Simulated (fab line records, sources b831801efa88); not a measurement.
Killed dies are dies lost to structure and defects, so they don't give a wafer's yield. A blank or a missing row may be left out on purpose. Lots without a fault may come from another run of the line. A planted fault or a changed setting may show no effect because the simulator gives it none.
Chamber matching | flow sky130 | SKY_SPACER_ETCHBACK_02 on rie_diel-02: 4 sister chambers
The step etches Si3N4 in CH3F/O2, stops on SiO2, time 46.7 s, target depth 45 nm. 4 wafers are shown with their chamber, then 8 later ones without.

WAFERS WITH THEIR CHAMBER
wafer  | chamber | rf_fwd_power_W (W)
L082.4 | 1       | 398.5
L087.4 | 2       | 397.4
L087.5 | 3       | 396.1
L088.1 | 0       | 391.3

WAFERS WITHOUT THEIR CHAMBER
wafer  | rf_fwd_power_W (W)
L088.5 | 396.8
L088.6 | 393.3
L092.3 | 395.4
L092.5 | 396.9
L092.6 | 393.8
L091.1 | 395.3
L091.2 | 395.0
L091.4 | 393.6

WHICH CHAMBER EACH WENT THROUGH
wafer  | from the rows above               | in truth
L088.5 | can't be placed: 2 or 3 or 1      | 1
L088.6 | can't be placed: 0 or 3 or 2      | 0
L092.3 | can't be placed: 3 or 2 or 1      | 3
L092.5 | can't be placed: 2 or 3 or 1      | 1
L092.6 | can't be placed: 3 or 0 or 2 or 1 | 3
L091.1 | can't be placed: 3 or 2 or 1      | 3
L091.2 | can't be placed: 3 or 2 or 1 or 0 | 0
L091.4 | can't be placed: 0 or 3 or 2 or 1 | 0
Placed correctly: 0 of 8. Can't be placed from these rows: 8 (the true chamber is among the candidates in 8). Placed wrongly: 0.
How it was worked out, from the rows above alone: a wafer's distance from a chamber is the root of the sum, over the readings, of the square of ((its reading less the chamber's mean) divided by the reading's scatter). The wafer belongs to the nearest chamber; if the next one is less than 2 further off, it can't be placed. A chamber's mean is the mean of its shown wafers. The scatter: with one shown wafer a chamber, the root of the mean of the squares of how far each hidden wafer lies from its nearest shown one.
